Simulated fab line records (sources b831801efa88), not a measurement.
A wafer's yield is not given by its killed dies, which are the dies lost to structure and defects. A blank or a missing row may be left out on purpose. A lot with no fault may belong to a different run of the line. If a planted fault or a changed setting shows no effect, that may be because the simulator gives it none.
A struck lot beside a sound one | flow sfq line | 42 steps out of a route of 325
Sound: wafers L933.2, L933.3, L933.6. Struck: wafer L936.1. (L936.4, L936.5 of the same lot were not struck and are left out.) The cause comes at the end.
Per side, at each step with rows, come the tool, then ch with its chambers, and then its first start. Under that, the readings that differ: sound wafers | struck wafers | difference of the means | sigmas: that difference in standard deviations of wafers without a fault.
alike: words and numbers the same on both sides, and readings whose means are apart by under 2 such deviations; not compared: readings that were withheld, readings missing a value for some wafer, numbers with overlapping values and no deviation given by the record, and bounds like >300 which may hide the same value.
The two part at a step that has a row with sigmas, a row that says differs or no value, or rows on one side only. Numbers that don't overlap but have no deviation are shown without sigmas and don't part them. A reading missing from all wafers of one side parts the sides only when that side holds two or more wafers.

first, 6 steps without rows for these wafers: SFQ_TRILAYER_I2_VIA_LITHO_COAT_072 (resist thk 62 nm); SFQ_TRILAYER_I2_VIA_LITHO_COAT_067 (resist thk 650 nm); SFQ_TRILAYER_I2_VIA_LITHO_SOFTBAKE_071; SFQ_TRILAYER_I2_VIA_LITHO_EXPOSE_068 (exposes mask I2, target cd 500 nm); SFQ_TRILAYER_I2_VIA_LITHO_PEB_070 (peb time 60 s); SFQ_TRILAYER_I2_VIA_LITHO_DEVELOP_069 (time 60 s).
SFQ_I2_OVL_MEAS_918:
  struck on overlay-01, day 38 06:11; sound on overlay-01, day 36 05:58
  alike: I2_OVL
then, 1 step without rows for these wafers: SFQ_TRILAYER_I2_VIA_BARC_OPEN_VIA_ETCH_096 (etches BARC in O2, target depth 125 nm, time 41.7 s).
SFQ_TRILAYER_I2_VIA_ETCH_VIA_ETCH_070: etches SiO2 in CHF3, stops on Nb, target depth 260 nm.
  sound on rie diel-03 ch 1,2, day 36 06:02; struck on rie diel-01 ch 0, day 38 06:16
  alike: drypump motor current A, oes product au
then, 3 steps without rows for these wafers: SFQ_TRILAYER_I2_VIA_STRIP_STRIP_071 (strips in O2); SFQ_TRILAYER_I2_VIA_STRIP_SOLV_CLEAN_072 (cleans in NMP, time 600 s); SFQ_TRILAYER_M3_DEP_PRE_CLEAN_074 (time 22.5 s).
SFQ_TRILAYER_M3_DEP_SPUTTER_073: material Nb, target thk 200 nm, time 133.3 s.
  struck on pvd sputter-06, day 38 07:11; sound on pvd sputter-06, day 36 06:56
  reading                                             | sound                | struck | difference | sigmas
  cathode dc power W (W)                              | 2000.5 2000.0 2000.1 | 1481.6 | -518.6     | -99 or more
  model.Nb_of_TRILAYER_M3_DEP_SPUTTER_073.thk nm (nm) | 200.9 201.6 201.3    | 149.4  | -51.9      |
  alike: throttle valve pct
SFQ_M3_RS_MEAS_919: measures by four-point-probe.
  struck on film metro-04, day 38 07:16; sound on film metro-01, day 36 07:03
  reading           | sound             | struck | difference | sigmas
  M3_NB_RS (ohm/sq) | 0.886 0.883 0.885 | 1.197  | +0.312     | +40
then, 6 steps without rows for these wafers: SFQ_TRILAYER_M3_LITHO_COAT_080 (resist thk 62 nm); SFQ_TRILAYER_M3_LITHO_COAT_075 (resist thk 600 nm); SFQ_TRILAYER_M3_LITHO_SOFTBAKE_079; SFQ_TRILAYER_M3_LITHO_EXPOSE_076 (exposes mask M3, target cd 500 nm); SFQ_TRILAYER_M3_LITHO_PEB_078 (peb time 60 s); SFQ_TRILAYER_M3_LITHO_DEVELOP_077 (time 60 s).
-- the record jumps here: 6 days lie between the struck wafers' starts before and after --
SFQ_M3_OVL_MEAS_921:
  struck on overlay-01, day 43 22:06; sound on overlay-01, day 42 09:33
  alike: M3_OVL
then, 1 step without rows for these wafers: SFQ_TRILAYER_M3_BARC_OPEN_METAL_ETCH_100 (etches BARC in O2, target depth 125 nm, time 41.7 s).
SFQ_TRILAYER_M3_ETCH_METAL_ETCH_078: etches Nb in Cl2/Ar, stops on SiO2, target depth 240 nm, time 120 s.
  sound on rie metal-04 ch 0,1, day 42 09:38; struck on rie metal-03 ch 0, day 43 22:11
  reading               | sound             | struck | difference | sigmas
  oes product au (a.u.) | 0.892 0.899 0.897 | 0.767  | -0.129     | -21
  alike: drypump motor current A
  not compared: rf hours counter h
SFQ_TRILAYER_M3_STRIP_STRIP_079: strips in O2.
  sound on rie metal-04 ch 0,1, day 42 09:46; struck on rie metal-03 ch 0, day 43 22:19
  alike: drypump motor current A, oes product au
  not compared: rf hours counter h
then, 1 step without rows for these wafers: SFQ_TRILAYER_M3_STRIP_SOLV_CLEAN_080 (cleans in NMP, time 600 s).
SFQ_TRILAYER_I3_DEP_PECVD_081: deposits SiO2 from SiH4/N2O, time 111.11 s, target thk 500 nm.
  sound on pecvd-04 ch 0,1, day 42 10:32; struck on pecvd-01 ch 0, day 43 23:05
  reading            | sound    | struck | difference | sigmas
  heater power w (W) | 73 54 77 | 97     | +29        | +2
  alike: throttle valve pct
then, 1 step without rows for these wafers: SFQ_TRILAYER_I3_CMP_CMP_082 (polishes SiO2).
SFQ_I3_BOW_MEAS_922:
  struck on film metro-01, day 44 12:13; sound on film metro-02, day 43 03:47
  alike: I3_BOW
then, 7 steps without rows for these wafers: SFQ_TRILAYER_I3_METRO_MEASURE_083; SFQ_TRILAYER_I3_VIA_LITHO_COAT_090 (resist thk 62 nm); SFQ_TRILAYER_I3_VIA_LITHO_COAT_085 (resist thk 650 nm); SFQ_TRILAYER_I3_VIA_LITHO_SOFTBAKE_089; SFQ_TRILAYER_I3_VIA_LITHO_EXPOSE_086 (exposes mask I3, target cd 500 nm); SFQ_TRILAYER_I3_VIA_LITHO_PEB_088 (peb time 60 s); SFQ_TRILAYER_I3_VIA_LITHO_DEVELOP_087 (time 60 s).
-- the record jumps here: 5 days lie between the struck wafers' starts before and after --
SFQ_I3_OVL_MEAS_923:
  struck on overlay-02, day 49 19:08; sound on overlay-02, day 48 13:01
  alike: I3_OVL
then, 1 step without rows for these wafers: SFQ_TRILAYER_I3_VIA_BARC_OPEN_VIA_ETCH_121 (etches BARC in O2, target depth 125 nm, time 41.7 s).
SFQ_TRILAYER_I3_VIA_ETCH_VIA_ETCH_088: etches SiO2 in CHF3, stops on Nb, target depth 260 nm.
  sound on rie diel-02 ch 1,2,3, day 48 13:05; struck on rie diel-04 ch 0, day 49 19:13
  reading                     | sound       | struck | difference | sigmas
  drypump motor current A (A) | 6.1 5.4 6.1 | 5.0    | -0.9       | -2
  alike: oes product au
SFQ_TRILAYER_I3_VIA_STRIP_STRIP_089: strips in O2.
  sound on rie metal-02 ch 0,1, day 48 13:12; struck on rie metal-03 ch 0, day 49 19:19
  alike: drypump motor current A, oes product au
  not compared: rf hours counter h
then, 2 steps without rows for these wafers: SFQ_TRILAYER_I3_VIA_STRIP_SOLV_CLEAN_090 (cleans in NMP, time 600 s); SFQ_TRILAYER_M4_DEP_PRE_CLEAN_092 (time 22.5 s).
-- the record jumps here: 39 days lie between the struck wafers' starts before and after --
SFQ_M8_BOW_MEAS_951:
  struck on film metro-01, day 89 03:22; sound on film metro-01, day 88 08:42
  reading                 | sound               | struck | difference | sigmas
  model.etest.m3.ohm um   | 1.783 1.772 1.772   | 2.391  | +0.615     |
  model.etest.i2.link ohm | 1.967 1.966 1.962   | 2.315  | +0.350     |
  model.etest.i3.link ohm | 1.964 1.971 1.967   | 2.269  | +0.302     |
  model.etest.m3.ohm sq   | 0.887 0.8839 0.8849 | 1.192  | +0.307     |
  alike: M8_BOW

## WHERE THEY PART
Last at SFQ_TRILAYER_I3_VIA_ETCH_VIA_ETCH_088 as far as this record goes, first at SFQ_TRILAYER_M3_DEP_SPUTTER_073. Later steps at which nothing parts them and some readings are alike: SFQ_TRILAYER_I3_VIA_STRIP_STRIP_089, SFQ_M8_BOW_MEAS_951.

WHY: the cause the simulator had injected
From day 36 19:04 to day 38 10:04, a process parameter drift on pvd sputter-06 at SFQ_TRILAYER_M3_DEP_SPUTTER_073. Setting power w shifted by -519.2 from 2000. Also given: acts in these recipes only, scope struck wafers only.
